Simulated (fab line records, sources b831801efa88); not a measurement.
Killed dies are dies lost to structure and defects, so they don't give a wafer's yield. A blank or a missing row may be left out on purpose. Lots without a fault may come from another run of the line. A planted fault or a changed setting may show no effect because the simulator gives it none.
Problem report in the 8D (eight disciplines) form, filled by code | flow gf180mcu | the parts of the form that need people (team, actions taken, sign-off) are left out

1. THE PROBLEM
strip_time_to_endpoint_s at GF_DNWELL_STRIP_08 reads a mean of 39.45 s on 2 wafers of 2 lots; wafers without a fault read 37.03 s with a standard deviation of 0.098. That is +25 standard deviations from the usual mean.
The step: strips in O2/N2.
First seen on wafer L277.1, day 6 06:56, on plasma_asher-01. The record holds 42 wafers of 14 lots with a number at this step. Rule for "out", or "out of limits": more than 4 standard deviations from the usual mean. The other wafers with a number count as sound.

2. WHAT IT IS AND WHAT IT IS NOT
question                    | is                               | is not
which readings at this step | strip_time_to_endpoint_s         | drypump_motor_current_A, heater_power_w, oes_product_au
which lots                  | L277, L278                       | L261, L262, L263, L264, L265, L266, L269, L270, L271, L282, L283, L284
which wafers of those lots  | L277.1, L278.5                   | L277.2, L277.3, L278.2, L278.6
read on which tools         | plasma_asher-01, plasma_asher-04 | plasma_asher-03
when                        | from day 6 06:56                 | up to then (29 sound wafers); but 11 sound wafers of L278, L282, L283, L284 came after

3. SUSPECTS, AND WHAT RULES EACH OUT
Counting: a tool at a process step up to the reading stays a suspect if it ran every lot that is out. Sound lots after the first of them don't rule it out here, since some wafers of a struck lot are sound.
- litho_track-01 at GF_DNWELL_COAT_02 (resist thk 3000 nm): kept. It ran every lot that is out, first L277 (day 6 00:07); its last sound lot up to then is L271 (day 4 16:49).
Left after counting: litho_track-01 at GF_DNWELL_COAT_02.

4. THE CAUSE (what the simulator had put in)
Process parameter drift: litho_track-01, from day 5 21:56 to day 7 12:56, at GF_DNWELL_COAT_02. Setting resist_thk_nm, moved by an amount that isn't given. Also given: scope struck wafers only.
Counting left only this tool.

5. THE CHAIN OF EFFECTS, in route order
Each row: a reading whose mean over the struck wafers that have a number lies more than 3 standard deviations from the usual. Only readings for which the record gives a usual standard deviation are gone through. hours: the time from each lot's start at the first step in this table that gives one to its start at this step, as a median over the lots. sigmas: the change in usual standard deviations.
hours | step               | reading                  | usual   | on struck wafers | change | sigmas
0     | GF_DNWELL_STRIP_08 | strip_time_to_endpoint_s | 37.03 s | 39.45            | +2.41  | +25
The process steps in it:
- GF_DNWELL_STRIP_08: strips in O2/N2.
Later measuring or inspecting steps at which every struck wafer that the step has a row for has a number for every such reading, and none has moved that far: GF_VT_IMPLANT_OVL_MEAS_07, GF_VT_IMPLANT_RS_MEAS_47, GF_HV_LDD_CD_MEAS_19.

6. WHAT WOULD HAVE CAUGHT IT SOONER
In this record the first reading out of limits was taken at day 6 06:56, 9 hours after the fault began at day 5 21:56.
Of the tool readings at GF_DNWELL_COAT_02 for which the record gives a usual standard deviation, none was out on any struck wafer, so an alarm limit of 4 standard deviations on them would not have fired.
All the lots that are out (2) had begun GF_DNWELL_COAT_02 on litho_track-01 by day 6 06:56. A hold on the tool at that time would have spared none of them.
